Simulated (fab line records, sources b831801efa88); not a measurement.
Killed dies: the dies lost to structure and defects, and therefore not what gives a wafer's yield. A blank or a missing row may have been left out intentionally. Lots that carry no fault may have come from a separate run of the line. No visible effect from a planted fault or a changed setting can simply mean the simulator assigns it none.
fab line records	flow sky130
record lots=7	wafers=19	last_day=50
route steps=708 shown CAP2M@614 METAL4@621 PAD_OPEN@708
lots untouched by any fault: they come from a run of this same line in which no faults occurred
start_h: start of the lot's first displayed wafer, in hours after the record's first day	wait_h: hours elapsed since this lot's preceding step	" identical to the entry in the row above	L1.1+2: a single row standing in for several wafers	- no value, or no start given	* or withheld: withheld	< > ~ a bound
route shown NAME@n: names a module that has steps shown in the file, with the first one's number in the route	usual: mean/standard deviation taken from wafers without a fault	same: alike in all rows	chamber/n: place in a boat	sites: readings site by site	_std_site: standard deviation across them	_edge_site: outer sites' mean less inner sites'	radius_mm: how far each site lies from the wafer's centre	mask NAME#n: copy n	behind: the tool/chamber that last shaped the wafer	hold: why the lot was held/for how many hours/how that ended	device: which transistor (n, p or np) failed to switch	end of line: tests of these same wafers at the route's end	a step without rows: its recipe alone	killed: not the wafer's yield, but the dies lost to structure and defects at the first sort	map: a wafer's dies, marking killed ones x, the rest . and places with no die _
set.NAME: the setting that was run; set.NAME@STEP: the one run at that earlier step	model.NAME: the simulator's own value behind a step, which no gauge read
lots seen at some steps along the route; tables by step, rows by wafer
services: when a tool's chamber went out of use (start_h, in hours from the record's first day, below 0 if earlier), for how many hours, and the reason
## steps
# step SKY_CAP2M_DEVELOP_11
# recipe resist=NOVOLAK	developer=TMAH	develop_time_s=60	dev_temp_c=23
# step SKY_CAP2M_OVL_MEAS_12
# usual CAP2M_OVL=0.2/1.2
lot.wafer	tool	chamber	start_h	wait_h	CAP2M_OVL[nm]
L212.2	overlay-02	-	1005.93	0.1	-0.2
L212.3	"	-	"	"	-1.1
L212.5	"	-	"	"	-0.5
L217.4	overlay-01	-	1029.55	0.1	-0.1
L217.6	"	-	"	"	1.5
L219.1	overlay-02	-	1045.27	0.1	-2.4
L219.4	"	-	"	"	-1.2
L219.6	"	-	"	"	-1.0
L220.3	overlay-01	-	1053.18	0.1	-0.3
L220.6	"	-	"	"	-1.6
L221.3	overlay-02	-	1057.68	0.1	-0.8
L221.5	"	-	"	"	-1.4
L221.6	"	-	"	"	-1.7
L225.1	overlay-02	-	1080.84	0.1	-0.3
L225.5	"	-	"	"	0.0
L225.6	"	-	"	"	-1.3
L226.1	overlay-02	-	1091.53	0.1	-0.2
L226.2	"	-	"	"	0.2
L226.4	"	-	"	"	0.7
# step SKY_CAP2M_METAL_ETCH_13
# recipe target_depth_nm=220	stop_on=SiO2	chemistry=Cl2/BCl3	target=TiN	pressure_mtorr=10	icp_w=900	bias_w=48.5	Cl2_flow_sccm=60	bcl3_flow_sccm=30	time_s=62.9
# usual drypump_motor_current_A=5.9/0.39	oes_product_au=0.943/0.0092	throttle_valve_pct=21.900/0.0099
lot.wafer	tool	chamber	start_h	wait_h	drypump_motor_current_A	oes_product_au	rf_hours_counter_h	throttle_valve_pct
L212.2	rie_metal-04	0	1005.96	0.0	6.3	0.941	21	21.907
L212.3	"	0	"	"	6.3	0.933	-	21.911
L212.5	"	0	"	"	6.3	0.937	-	21.918
L217.4	rie_metal-02	1	1029.59	0.0	5.9	0.940	-	21.908
L217.6	"	0	"	"	6.3	0.939	-	21.909
L219.1	rie_metal-01	0	1045.30	0.0	5.6	0.951	8	21.885
L219.4	"	1	"	"	5.7	0.958	-	21.891
L219.6	"	0	"	"	5.7	0.946	-	21.900
L220.3	rie_metal-02	0	1053.23	0.0	6.3	0.945	-	21.912
L220.6	"	1	"	"	5.9	0.944	-	21.889
L221.3	rie_metal-01	0	1057.73	0.0	5.6	0.936	-	21.909
L221.5	"	0	"	"	5.6	0.937	-	21.908
L221.6	"	1	"	"	5.8	0.937	-	21.902
L225.1	rie_metal-02	0	1080.88	0.0	6.3	0.936	19	21.905
L225.5	"	0	"	"	6.3	0.932	-	21.910
L225.6	"	1	"	"	5.9	0.944	-	21.895
L226.1	rie_metal-04	1	1091.56	0.0	5.2	0.950	19	21.892
L226.2	"	0	"	"	6.3	0.949	4	21.901
L226.4	"	1	"	"	5.2	0.941	-	21.905
# step SKY_CAP2M_STRIP_14
# recipe chemistry=O2/N2	power_w=1400	pressure_mtorr=1500	platen_temp_c=withheld	o2_flow_sccm=3000	n2_flow_sccm=300	overash_fraction=0.5
# usual drypump_motor_current_A=5.7/0.45	oes_product_au=0.709/0.0042	strip_time_to_endpoint_s=12.67/0.049
lot.wafer	tool	chamber	start_h	wait_h	drypump_motor_current_A	oes_product_au	rf_hours_counter_h	strip_time_to_endpoint_s
L212.2	plasma_asher-02	1	1006.04	0.1	5.2	0.713	118	12.65
L212.3	"	1	"	"	5.2	0.711	-	12.66
L212.5	"	0	"	"	5.5	0.711	-	12.73
L217.4	plasma_asher-04	0	1029.67	0.1	6.4	0.710	-	12.68
L217.6	"	1	"	"	6.1	0.712	-	12.66
L219.1	plasma_asher-02	0	1045.38	0.1	5.4	0.704	122	12.62
L219.4	"	0	"	"	5.4	0.713	-	12.68
L219.6	"	1	"	"	5.2	0.715	-	12.65
L220.3	plasma_asher-04	1	1053.31	0.1	6.1	0.710	-	12.71
L220.6	"	1	"	"	6.1	0.705	-	12.65
L221.3	plasma_asher-03	1	1057.81	0.1	6.1	0.711	-	12.56
L221.5	"	1	"	"	6.1	0.711	-	12.62
L221.6	"	0	"	"	5.4	0.706	-	12.69
L225.1	plasma_asher-03	1	1080.96	0.1	6.1	0.709	63	12.66
L225.5	"	1	"	"	6.1	0.702	-	12.67
L225.6	"	0	"	"	5.4	0.711	-	12.68
L226.1	plasma_asher-02	0	1091.64	0.1	5.5	0.701	3	12.59
L226.2	"	1	"	"	5.2	0.709	3	12.59
L226.4	"	0	"	"	5.4	0.715	-	12.60
# step SKY_CAP2M_STRIP_15
# recipe chemistry=post_etch_residue_remover	time_s=1200	temp_c=72.5
# step SKY_CAP2M_CLEAN_16
# recipe chemistry=IPA	time_s=180	temp_c=25
# step SKY_CAP2M_CLEAN_17
# recipe chemistry=O3/DIW	dry=n2_spin
# step SKY_METAL4_DEHYDRATE_05
# recipe temp_c=200	time_s=60
# step SKY_METAL4_HMDS_06
# recipe prime_time_s=60	prime_temp_c=120
# step SKY_METAL4_COAT_07
# recipe resist=BARC	temp_c=withheld	time_s=withheld	spin_rpm=3000	resist_thk_nm=60
# step SKY_METAL4_COAT_08
# recipe resist=KrF-thick	spin_rpm=3000	resist_thk_nm=1140
# step SKY_METAL4_SOFTBAKE_09
# recipe temp_c=100	time_s=90	resist=KrF-thick
# step SKY_METAL4_EXPOSE_10
# recipe mask_id=MM4	na=0.68	source_shape=annular	sigma_inner=0.4	sigma_outer=0.8	target_cd_nm=300	dose_mj=28
lot.wafer	tool	chamber	start_h	wait_h	mask
L212.2+3+5	krf_scanner-01	0	1019.39	-	MM4#0
L217.4+6	krf_scanner-01	0	1041.95	-	MM4#0
L219.1+4+6	krf_scanner-01	0	1057.02	-	MM4#0
L220.3+6	krf_scanner-01	0	1065.33	-	MM4#0
L221.3+5+6	krf_scanner-02	0	1070.28	-	MM4#0
L225.1+5+6	krf_scanner-02	0	1093.02	-	MM4#0
L226.1+2+4	krf_scanner-02	0	1102.77	-	MM4#0
# step SKY_METAL4_PEB_11
# recipe peb_temp_c=withheld	peb_time_s=withheld	resist=KrF-thick
# step SKY_METAL4_DEVELOP_12
# recipe develop_time_s=60	resist=KrF-thick	dev_temp_c=21
# step SKY_METAL4_CD_MEAS_13
# recipe target_cd_nm=300
# usual cd_nm=299.6/1.2
lot.wafer	tool	chamber	start_h	wait_h	cd_nm
L212.2	cd_sem-02	-	1030.74	-	299.9
L212.3	"	-	"	"	299.3
L212.5	"	-	"	"	299.6
L217.4	cd_sem-02	-	1052.90	-	301.2
L217.6	"	-	"	"	286.4
L219.1	cd_sem-01	-	1068.14	-	299.6
L219.4	"	-	"	"	299.3
L219.6	"	-	"	"	286.5
L220.3	cd_sem-01	-	1075.91	-	297.4
L220.6	"	-	"	"	286.0
L221.3	cd_sem-02	-	1080.48	-	300.7
L221.5	"	-	"	"	300.2
L221.6	"	-	"	"	300.7
L225.1	cd_sem-01	-	1102.69	-	298.9
L225.5	"	-	"	"	298.8
L225.6	"	-	"	"	298.8
L226.1	cd_sem-02	-	1113.39	-	296.5
L226.2	"	-	"	"	300.6
L226.4	"	-	"	"	299.3
# step SKY_METAL4_OVL_MEAS_14
# usual METAL4_OVL=2/4.6
lot.wafer	tool	chamber	start_h	wait_h	METAL4_OVL[nm]
L212.2	overlay-01	-	1030.84	0.1	-3
L212.3	"	-	"	"	3
L212.5	"	-	"	"	-1
L217.4	overlay-01	-	1052.98	0.1	1
L217.6	"	-	"	"	10
L219.1	overlay-02	-	1068.26	0.1	5
L219.4	"	-	"	"	-4
L219.6	"	-	"	"	-5
L220.3	overlay-01	-	1076.00	0.1	-1
L220.6	"	-	"	"	8
L221.3	overlay-02	-	1080.58	0.1	0
L221.5	"	-	"	"	-2
L221.6	"	-	"	"	8
L225.1	overlay-01	-	1102.81	0.1	-2
L225.5	"	-	"	"	-2
L225.6	"	-	"	"	-4
L226.1	overlay-01	-	1113.51	0.1	-1
L226.2	"	-	"	"	-1
L226.4	"	-	"	"	5
# step SKY_METAL4_DESCUM_15
# recipe chemistry=O2	source_power_w=150	bias_power_w=0	pressure_mtorr=10	temp_c=40	time_s=8
# usual drypump_motor_current_A=5.7/0.39	oes_product_au=0.990/0.012
lot.wafer	tool	chamber	start_h	wait_h	drypump_motor_current_A	oes_product_au	rf_hours_counter_h	model.METAL4.cd_nm
L212.2	rie_metal-01	1	1030.87	0.0	5.7	0.973	11	300.4
L212.3	"	1	"	"	5.7	0.966	-	300.2
L212.5	"	1	"	"	5.7	0.975	-	300.3
L217.4	rie_metal-03	0	1053.01	0.0	6.2	0.985	-	300.8
L217.6	"	1	"	"	5.4	0.978	-	285.8
L219.1	rie_metal-03	0	1068.30	0.0	6.2	0.984	24	299.8
L219.4	"	0	"	"	6.2	0.981	-	299.1
L219.6	"	0	"	"	6.2	0.984	-	286.5
L220.3	rie_metal-03	1	1076.03	0.0	5.4	0.991	-	296.7
L220.6	"	1	"	"	5.4	0.975	-	285.6
L221.3	rie_metal-04	1	1080.61	0.0	5.2	0.986	-	300.3
L221.5	"	0	"	"	6.3	0.995	-	300.5
L221.6	"	1	"	"	5.2	0.985	-	301.2
L225.1	rie_metal-04	0	1102.85	0.0	6.3	0.982	4	299
L225.5	"	0	"	"	6.3	0.983	-	299.4
L225.6	"	1	"	"	5.2	0.970	-	298.3
L226.1	rie_metal-01	0	1113.55	0.0	5.7	0.993	13	296.6
L226.2	"	1	"	"	5.7	0.994	16	301.1
L226.4	"	1	"	"	5.7	0.985	-	299.7
# step SKY_METAL4_ETCH_16
# recipe chemistry=N2/H2	target=BARC	ion_energy_ev=200	bias_w=100	pressure_mtorr=30	n2_flow_sccm=100	h2_flow_sccm=200	icp_w=500	stop_on=SiO2	time_s=88.2	target_depth_a=600
# usual drypump_motor_current_A=5.7/0.4	oes_product_au=0.625/0.0043	throttle_valve_pct=13.203/0.0087
lot.wafer	tool	chamber	start_h	wait_h	drypump_motor_current_A	oes_product_au	rf_hours_counter_h	throttle_valve_pct
L212.2	rie_metal-01	1	1030.90	0.0	5.7	0.623	11	13.199
L212.3	"	1	"	"	5.7	0.625	-	13.202
L212.5	"	1	"	"	5.8	0.633	-	13.201
L217.4	rie_metal-03	0	1053.06	0.0	6.2	0.617	-	13.201
L217.6	"	1	"	"	5.4	0.625	-	13.193
L219.1	rie_metal-03	0	1068.33	0.0	6.3	0.622	24	13.200
L219.4	"	0	"	"	6.3	0.629	-	13.195
L219.6	"	0	"	"	6.3	0.629	-	13.198
L220.3	rie_metal-03	1	1076.09	0.0	5.4	0.626	-	13.194
L220.6	"	1	"	"	5.4	0.629	-	13.215
L221.3	rie_metal-04	1	1080.67	0.0	5.2	0.623	-	13.195
L221.5	"	0	"	"	6.3	0.630	-	13.194
L221.6	"	1	"	"	5.2	0.625	-	13.200
L225.1	rie_metal-04	0	1102.88	0.0	6.3	0.621	4	13.198
L225.5	"	0	"	"	6.3	0.625	-	13.213
L225.6	"	1	"	"	5.2	0.620	-	13.220
L226.1	rie_metal-01	0	1113.58	0.0	5.7	0.626	13	13.207
L226.2	"	1	"	"	5.8	0.631	16	13.204
L226.4	"	1	"	"	5.7	0.626	-	13.199
# step SKY_METAL4_ETCH_17
# recipe target=SiO2	stop_on=TiN	chemistry=C4F8/O2/Ar	source_w=1500	bias_w=1200	pressure_mtorr=40	c4f8_flow_sccm=withheld	O2_flow_sccm=6	Ar_flow_sccm=300	time_s=3.9	target_depth_a=150
# usual oes_product_au=0.754/0.0087
lot.wafer	tool	chamber	start_h	wait_h	oes_product_au	rf_hours_counter_h
L212.2	rie_diel-03	1	1031.00	0.1	0.756	9
L212.3	"	2	"	"	0.760	14
L212.5	"	1	"	"	0.759	-
L217.4	rie_diel-04	0	1053.13	0.0	0.753	17
L217.6	"	2	"	"	0.760	-
L219.1	rie_diel-03	3	1068.43	0.1	0.742	9
L219.4	"	0	"	"	0.738	28
L219.6	"	3	"	"	0.753	-
L220.3	rie_diel-04	2	1076.15	0.0	0.751	17
L220.6	"	0	"	"	0.743	-
L221.3	rie_diel-04	1	1080.73	0.0	0.751	6
L221.5	"	1	"	"	0.751	-
L221.6	"	2	"	"	0.758	-
L225.1	rie_diel-02	3	1102.98	0.1	0.752	11
L225.5	"	0	"	"	0.764	-
L225.6	"	1	"	"	0.752	-
L226.1	rie_diel-02	0	1113.68	0.1	0.760	26
L226.2	"	3	"	"	0.760	12
L226.4	"	1	"	"	0.758	16
# step SKY_METAL4_METAL_ETCH_18
# recipe target_depth_a=8450	stop_on=SiO2	over_etch_frac=0.3	time_s=183.1	chemistry=Cl2/BCl3	resist_sidewall_deg=88	pressure_mtorr=10	icp_w=900	bias_w=48.5	Cl2_flow_sccm=60	bcl3_flow_sccm=30
# usual drypump_motor_current_A=5.7/0.37	oes_product_au=0.867/0.0067	throttle_valve_pct=22.263/0.0097
lot.wafer	tool	chamber	start_h	wait_h	drypump_motor_current_A	oes_product_au	rf_hours_counter_h	throttle_valve_pct	model.METAL4.cd_nm
L212.2	rie_metal-03	0	1031.02	0.0	6.3	0.871	21	22.264	293.9
L212.3	"	1	"	"	5.4	0.874	-	22.259	304.3
L212.5	"	1	"	"	5.4	0.871	-	22.264	297.1
L217.4	rie_metal-01	0	1053.21	0.1	5.7	0.873	-	22.287	298.5
L217.6	"	1	"	"	5.7	0.859	-	22.285	287.6
L219.1	rie_metal-01	1	1068.45	0.0	5.7	0.860	13	22.253	299.2
L219.4	"	1	"	"	5.7	0.872	-	22.278	296.7
L219.6	"	1	"	"	5.7	0.865	-	22.250	284.5
L220.3	rie_metal-04	1	1076.23	0.1	5.2	0.861	-	22.276	299.7
L220.6	"	1	"	"	5.2	0.869	-	22.270	288.9
L221.3	rie_metal-01	1	1080.81	0.1	5.7	0.870	-	22.263	302.8
L221.5	"	0	"	"	5.6	0.868	-	22.264	296.4
L221.6	"	1	"	"	5.7	0.865	-	22.265	301.3
L225.1	rie_metal-03	1	1103.00	0.0	5.4	0.870	23	22.284	292.3
L225.5	"	1	"	"	5.4	0.866	-	22.281	293.9
L225.6	"	0	"	"	6.2	0.866	-	22.257	290.6
L226.1	rie_metal-03	1	1113.70	0.0	5.4	0.857	24	22.249	292.9
L226.2	"	1	"	"	5.4	0.866	-	22.266	295.1
L226.4	"	1	"	"	5.4	0.865	-	22.269	294.2
# step SKY_METAL4_STRIP_19
# recipe chemistry=O2/N2	power_w=1400	pressure_mtorr=1500	platen_temp_c=withheld	o2_flow_sccm=3000	n2_flow_sccm=300	overash_fraction=0.5
# usual drypump_motor_current_A=5.8/0.48	oes_product_au=0.506/0.0062	strip_time_to_endpoint_s=6.61/0.11
lot.wafer	tool	chamber	start_h	wait_h	drypump_motor_current_A	oes_product_au	rf_hours_counter_h	strip_time_to_endpoint_s
L212.2	plasma_asher-01	1	1031.20	0.1	5.8	0.518	92	6.78
L212.3	"	1	"	"	5.8	0.507	-	6.73
L212.5	"	0	"	"	5.0	0.510	-	6.77
L217.4	plasma_asher-01	0	1053.36	0.1	5.0	0.501	-	6.41
L217.6	"	1	"	"	5.8	0.501	-	6.60
L219.1	plasma_asher-04	0	1068.63	0.1	6.4	0.515	31	6.62
L219.4	"	1	"	"	6.1	0.498	-	6.67
L219.6	"	1	"	"	6.1	0.501	-	6.58
L220.3	plasma_asher-01	0	1076.38	0.1	5.0	0.500	-	6.66
L220.6	"	0	"	"	5.0	0.505	-	6.69
L221.3	plasma_asher-04	0	1080.96	0.1	6.4	0.515	-	6.51
L221.5	"	0	"	"	6.4	0.487	-	6.35
L221.6	"	1	"	"	6.1	0.496	-	6.54
L225.1	plasma_asher-04	0	1103.18	0.1	6.4	0.501	34	6.52
L225.5	"	0	"	"	6.4	0.495	-	6.53
L225.6	"	1	"	"	6.1	0.500	-	6.52
L226.1	plasma_asher-03	0	1114.05	0.3	5.4	0.510	66	6.63
L226.2	"	1	"	"	6.1	0.503	66	6.66
L226.4	"	1	"	"	6.1	0.498	-	6.58
# step SKY_PAD_OPEN_PROBE_99
# usual defect_limited_yield=82.7/1.9	killed_at_M0_to_M3=44/7.2	killed_at_M4_up=2.9/1.8	killed_at_contacts=24/5.2	killed_at_front_end=15/4	killed_at_other=0.2/0.49	killed_dies=85/9.1	killed_open=47/6.8	killed_short=38/5.7	sort_bin_3_pad_short=0.9/0.44	sort_bin_5_function=10.3/1.4	sort_bin_6_memory=6.2/1.1	sort_n_pass=407/9.1	sort_yield_pct=82.7/1.9
# same gross_dies=492	killed_at_back_side=0	sort_bin_4_leakage[%]=0	sort_bin_8_speed[%]=0
lot.wafer	tool	chamber	start_h	wait_h	defect_limited_yield[%]	killed_at_M0_to_M3	killed_at_M4_up	killed_at_contacts	killed_at_front_end	killed_at_other	killed_dies	killed_open	killed_short	sort_bin_3_pad_short[%]	sort_bin_5_function[%]	sort_bin_6_memory[%]	sort_n_pass	sort_yield_pct[%]	model.etest.met4.width_nm	model.etest.met4.line_ohm_um
L212.2	prober-01	-	1124.19	0.1	84.6	37	2	25	12	0	76	46	30	0.2	10.2	5.1	416	84.6	297.6	0.1435
L212.3	prober-01	-	1124.24	0.2	81.9	44	4	20	21	0	89	46	43	0.8	12.4	4.9	403	81.9	305.9	0.138
L212.5	prober-01	-	1124.34	0.2	82.3	46	1	26	14	0	87	55	32	0.4	10.8	6.5	405	82.3	299.6	0.1441
L217.4	prober-02	-	1144.63	0.2	82.9	36	5	30	13	0	84	47	37	0	10.4	6.7	408	82.9	298.1	0.1434
L217.6	prober-02	-	1144.73	0.2	85.4	44	2	18	8	0	72	42	30	0.8	9.1	4.7	420	85.4	286.8	0.1483
L219.1	prober-02	-	1156.84	0.1	85.8	42	0	16	12	0	70	42	28	0.8	8.7	4.7	422	85.8	300.4	0.1432
L219.4	prober-02	-	1156.99	0.2	83.7	33	5	26	16	0	80	42	38	1.2	7.9	7.1	412	83.7	297.2	0.1421
L219.6	prober-02	-	1157.09	0.2	85.0	44	3	17	10	0	74	42	32	1.0	9.1	4.9	418	85.0	287.2	0.1477
L220.3	prober-01	-	1164.52	0.2	82.3	42	2	27	16	0	87	40	47	0.6	10.4	6.7	405	82.3	303.3	0.1417
L220.6	prober-01	-	1164.67	0.2	85.4	30	4	22	15	1	72	35	37	1.6	7.9	5.1	420	85.4	290.1	0.1501
L221.3	prober-02	-	1167.12	0.2	77.8	63	3	23	20	0	109	58	51	1.2	13.0	7.9	383	77.8	304.9	0.1367
L221.5	prober-02	-	1167.22	0.2	79.9	50	1	31	17	0	99	60	39	1.6	11.0	7.5	393	79.9	296.4	0.1401
L221.6	prober-02	-	1167.27	0.2	80.9	50	4	26	13	1	94	59	35	1.0	11.2	6.9	398	80.9	299.6	0.1411
L225.1	prober-02	-	1186.57	0.1	81.7	44	1	32	13	0	90	53	37	0.4	9.8	8.1	402	81.7	295.4	0.1422
L225.5	prober-02	-	1186.77	0.2	80.7	40	4	29	22	0	95	54	41	1.6	10.4	7.3	397	80.7	290	0.1483
L225.6	prober-02	-	1186.82	0.2	83.3	49	2	21	10	0	82	55	27	1.0	11.0	4.7	410	83.3	291.4	0.1478
L226.1	prober-01	-	1195.17	0.1	82.1	43	7	29	8	1	88	42	46	1.4	10.4	6.1	404	82.1	293	0.1476
L226.2	prober-01	-	1195.22	0.1	85.4	34	2	15	21	0	72	45	27	0.6	8.5	5.5	420	85.4	297.2	0.1437
L226.4	prober-01	-	1195.32	0.2	85.6	42	3	13	13	0	71	40	31	0.4	9.3	4.7	421	85.6	293.9	0.1447
# killed by level:class
L212.2 CONTACT:geometric_particle:open=12 VIA1:geometric_particle:open=7 LI_CONTACT:geometric_particle:open=6 CONTACT:geometric_particle:short=5 METAL1:geometric_particle:short=5 POLY_GATE:geometric_particle:short=4 VIA3:geometric_particle:open=4 FIELD_ISO:geometric_particle:open=3
L212.3 VIA1:geometric_particle:open=11 CONTACT:geometric_particle:open=9 VIA2:geometric_particle:open=7 POLY_GATE:geometric_particle:short=6 FIELD_ISO:geometric_particle:short=5 VIA3:geometric_particle:open=5 VIA1:geometric_particle:short=5 FIELD_ISO:geometric_particle:open=4
L212.5 CONTACT:geometric_particle:open=17 VIA1:geometric_particle:open=13 VIA1:geometric_particle:short=8 VIA2:geometric_particle:open=7 METAL1:geometric_particle:short=5 POLY_GATE:geometric_particle:open=4 LI_CONTACT:geometric_particle:open=4 METAL2:geometric_particle:short=4
L217.4 CONTACT:geometric_particle:open=14 VIA1:geometric_particle:open=7 VIA3:geometric_particle:open=7 FIELD_ISO:geometric_particle:short=6 LOCAL_INTERCONNECT:geometric_particle:short=6 VIA2:geometric_particle:open=6 METAL4:geometric_particle:short=5 METAL1:geometric_particle:short=4
L217.6 VIA1:geometric_particle:open=13 VIA2:geometric_particle:open=7 METAL2:geometric_particle:short=7 VIA3:geometric_particle:open=6 FIELD_ISO:geometric_particle:open=5 CONTACT:geometric_particle:open=5 LI_CONTACT:geometric_particle:open=4 LOCAL_INTERCONNECT:geometric_particle:short=4
L219.1 VIA1:geometric_particle:open=15 CONTACT:geometric_particle:open=9 METAL1:geometric_particle:short=6 VIA1:geometric_particle:short=6 POLY_GATE:geometric_particle:short=5 METAL2:geometric_particle:short=5 VIA3:geometric_particle:open=5 FIELD_ISO:geometric_particle:open=3
L219.4 LI_CONTACT:geometric_particle:open=11 VIA3:geometric_particle:open=7 VIA1:geometric_particle:open=6 CONTACT:geometric_particle:open=5 METAL1:geometric_particle:short=5 METAL4:geometric_particle:short=4 LI_CONTACT:geometric_particle:short=4 VIA1:geometric_particle:short=4
L219.6 CONTACT:geometric_particle:open=8 VIA1:geometric_particle:open=8 VIA1:geometric_particle:short=7 VIA2:geometric_particle:open=5 LI_CONTACT:geometric_particle:open=4 METAL1:geometric_particle:short=4 METAL2:geometric_particle:short=4 VIA3:geometric_particle:open=4
L220.3 CONTACT:geometric_particle:open=10 CONTACT:geometric_particle:short=7 VIA1:geometric_particle:open=7 VIA2:geometric_particle:open=7 VIA3:geometric_particle:open=6 FIELD_ISO:geometric_particle:short=5 LOCAL_INTERCONNECT:geometric_particle:short=5 VIA1:geometric_particle:short=5
L220.6 CONTACT:geometric_particle:open=7 LOCAL_INTERCONNECT:geometric_particle:short=6 FIELD_ISO:geometric_particle:short=5 LI_CONTACT:geometric_particle:open=5 VIA1:geometric_particle:open=5 VIA1:geometric_particle:short=4 VIA2:geometric_particle:short=4 METAL3:geometric_particle:short=4
L221.3 VIA1:geometric_particle:open=18 VIA2:geometric_particle:open=12 CONTACT:geometric_particle:short=9 VIA1:geometric_particle:short=8 METAL2:geometric_particle:short=8 LI_CONTACT:geometric_particle:open=6 FIELD_ISO:geometric_particle:open=6 METAL1:geometric_particle:short=6
L221.5 VIA1:geometric_particle:open=14 LI_CONTACT:geometric_particle:open=13 VIA1:geometric_particle:short=9 VIA3:geometric_particle:open=8 CONTACT:geometric_particle:open=7 POLY_GATE:geometric_particle:open=7 VIA2:geometric_particle:open=5 LI_CONTACT:geometric_particle:short=4
L221.6 VIA1:geometric_particle:open=17 CONTACT:geometric_particle:open=12 VIA3:geometric_particle:short=7 VIA3:geometric_particle:open=7 POLY_GATE:geometric_particle:open=6 LI_CONTACT:geometric_particle:open=6 VIA1:geometric_particle:short=6 CONTACT:geometric_particle:short=4
L225.1 CONTACT:geometric_particle:open=14 VIA1:geometric_particle:open=10 LI_CONTACT:geometric_particle:open=9 METAL2:geometric_particle:short=9 FIELD_ISO:geometric_particle:open=6 VIA2:geometric_particle:open=5 LI_CONTACT:geometric_particle:short=4 METAL3:geometric_particle:short=4
L225.5 CONTACT:geometric_particle:open=10 VIA1:geometric_particle:short=10 VIA1:geometric_particle:open=10 VIA2:geometric_particle:open=9 LI_CONTACT:geometric_particle:open=8 FIELD_ISO:geometric_particle:short=6 FIELD_ISO:geometric_particle:open=5 CONTACT:geometric_particle:short=5
L225.6 VIA3:geometric_particle:open=12 CONTACT:geometric_particle:open=10 VIA1:geometric_particle:open=8 VIA2:geometric_particle:open=7 VIA3:geometric_particle:short=5 METAL2:geometric_particle:short=4 LI_CONTACT:geometric_particle:open=4 VIA1:geometric_particle:short=4
L226.1 CONTACT:geometric_particle:open=10 VIA1:geometric_particle:open=8 VIA3:geometric_particle:open=8 CONTACT:geometric_particle:short=7 LOCAL_INTERCONNECT:geometric_particle:short=6 METAL2:geometric_particle:short=5 METAL1:geometric_particle:short=5 VIA2:geometric_particle:open=5
L226.2 CONTACT:geometric_particle:open=10 VIA3:geometric_particle:open=8 POLY_GATE:geometric_particle:open=7 FIELD_ISO:geometric_particle:short=6 VIA1:geometric_particle:open=6 VIA2:geometric_particle:open=5 FIELD_ISO:geometric_particle:open=4 LOCAL_INTERCONNECT:geometric_particle:short=4
L226.4 VIA3:geometric_particle:open=11 VIA1:geometric_particle:open=9 FIELD_ISO:geometric_particle:short=7 VIA2:geometric_particle:open=7 METAL2:geometric_particle:short=7 CONTACT:geometric_particle:open=6 METAL1:geometric_particle:short=4 METAL4:geometric_particle:short=3
## services
tool	chamber	start_h	hours	kind
krf_scanner-01	-	984.09	0.4	repair
rie_diel-02	3	991.73	4.1	repair
krf_scanner-02	-	995.14	1.0	pm
rie_metal-04	0	1013.26	-	clean
rie_metal-04	0	1013.26	18.1	scheduled_down
rie_metal-04	0	1013.26	18.1	vent_cycle
krf_scanner-01	-	1020.38	3.6	pm
rie_diel-03	0	1028.73	6.4	repair
rie_diel-03	2	1031.79	5.6	repair
rie_metal-03	1	1032.84	12.0	repair
rie_metal-04	-	1051.16	2.8	pm
krf_scanner-01	-	1052.26	1.0	pm
rie_diel-04	3	1053.67	3.0	repair
krf_scanner-01	-	1054.11	1.3	pm
plasma_asher-02	-	1055.25	9.0	pm
krf_scanner-01	-	1058.85	0.8	pm
rie_diel-02	-	1065.08	0.6	repair
krf_scanner-02	-	1066.72	3.3	repair
rie_diel-04	-	1071.63	2.8	pm
plasma_asher-02	-	1080.83	0.9	repair
krf_scanner-02	-	1104.00	0.8	pm
rie_metal-03	0	1106.89	-	clean
rie_metal-03	0	1106.89	29.5	scheduled_down
rie_metal-03	0	1106.89	29.5	vent_cycle
## key
first_sign step=SKY_METAL4_CD_MEAS_13	reading=cd_nm	direction=down	sigmas=11	usual=299.6	struck=286.3
effect none on later readings
model_effect step=SKY_METAL4_DESCUM_15	value=METAL4.cd_nm	without=298.4	struck=286
model_effect step=SKY_METAL4_METAL_ETCH_18	value=METAL4.cd_nm	without=299.4	struck=287
model_effect step=SKY_PAD_OPEN_PROBE_99	value=etest.met4.width_nm	without=300.4	struck=288
met_at SKY_METAL4_EXPOSE_10
struck_wafers L217.6,L219.6,L220.6
onset_between 1019.39 1041.95
fault kind=process_parameter_drift	tool=krf_scanner-01	chamber=-	onset_h=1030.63	steps=SKY_METAL4_EXPOSE_10	channel=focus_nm	offset=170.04	shape=step	end_h=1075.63	scope=struck_wafers_only
